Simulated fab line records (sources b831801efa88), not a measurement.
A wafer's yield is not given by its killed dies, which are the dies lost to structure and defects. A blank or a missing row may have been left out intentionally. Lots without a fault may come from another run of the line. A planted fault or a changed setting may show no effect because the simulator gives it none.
Chamber matching | flow sky130 | 3 sister chambers for SKY_CAP2M_CVD_00 on pecvd-04
The step deposits SiO2, target thk 15.5 nm. 22 wafers are shown with their chamber, then 11 later ones without.

## WAFERS PAIRED WITH THEIR CHAMBERS
wafer  | chamber | heater-power-w (W)
L075.1 | 2       | 756
L075.4 | 0       | 747
L075.5 | 2       | 744
L076.1 | 1       | 755
L076.3 | 1       | 767
L076.5 | 1       | 786
L080.1 | 0       | 810
L080.4 | 0       | 814
L080.5 | 2       | 826
L083.1 | 0       | 727
L083.5 | 0       | 716
L083.6 | 1       | 745
L084.1 | 0       | 772
L084.3 | 1       | 735
L084.5 | 1       | 741
L085.1 | 1       | 706
L085.3 | 2       | 783
L085.4 | 1       | 696
L087.1 | 1       | 687
L087.2 | 0       | 776
L087.4 | 2       | 823
L089.3 | 1       | 718

SIGNATURES (averages over the wafers above)
reading        | chamber 0 | chamber 1 | chamber 2 | scatter within a chamber
heater-power-w | 766.00    | 733.60    | 786.40    | 35.2
Rule: a wafer lies at a distance from a chamber equal to the root of the sum of squares, over the readings, of (its reading less the chamber's mean, divided by the reading's scatter). If the next closest chamber is less than 2 further off than the closest, the wafer can't be placed; otherwise it belongs to the closest. How the scatter is found: for the shown wafers, subtract from each reading the mean of its chamber, square and add these, divide the total by (wafers less chambers), then take the root.

## WAFERS WITHOUT THEIR CHAMBER
wafer  | heater-power-w (W)
L089.4 | 714
L089.5 | 715
L093.2 | 822
L093.3 | 731
L093.5 | 726
L095.1 | 839
L095.2 | 700
L095.3 | 837
L097.1 | 754
L097.2 | 811
L097.4 | 802

## WHICH CHAMBER EACH ONE RAN IN
wafer  | from the rows above          | in truth
L089.4 | can't be placed: 1 or 0 or 2 | 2
L089.5 | can't be placed: 1 or 0 or 2 | 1
L093.2 | can't be placed: 2 or 0 or 1 | 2
L093.3 | can't be placed: 1 or 0 or 2 | 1
L093.5 | can't be placed: 1 or 0 or 2 | 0
L095.1 | can't be placed: 2 or 0 or 1 | 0
L095.2 | can't be placed: 1 or 0 or 2 | 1
L095.3 | can't be placed: 2 or 0 or 1 | 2
L097.1 | can't be placed: 0 or 1 or 2 | 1
L097.2 | can't be placed: 2 or 0 or 1 | 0
L097.4 | can't be placed: 2 or 0 or 1 | 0
0 of 11 placed correctly. These rows do not allow placing 11 (true chamber among the candidates in 11). Number placed wrongly: 0.
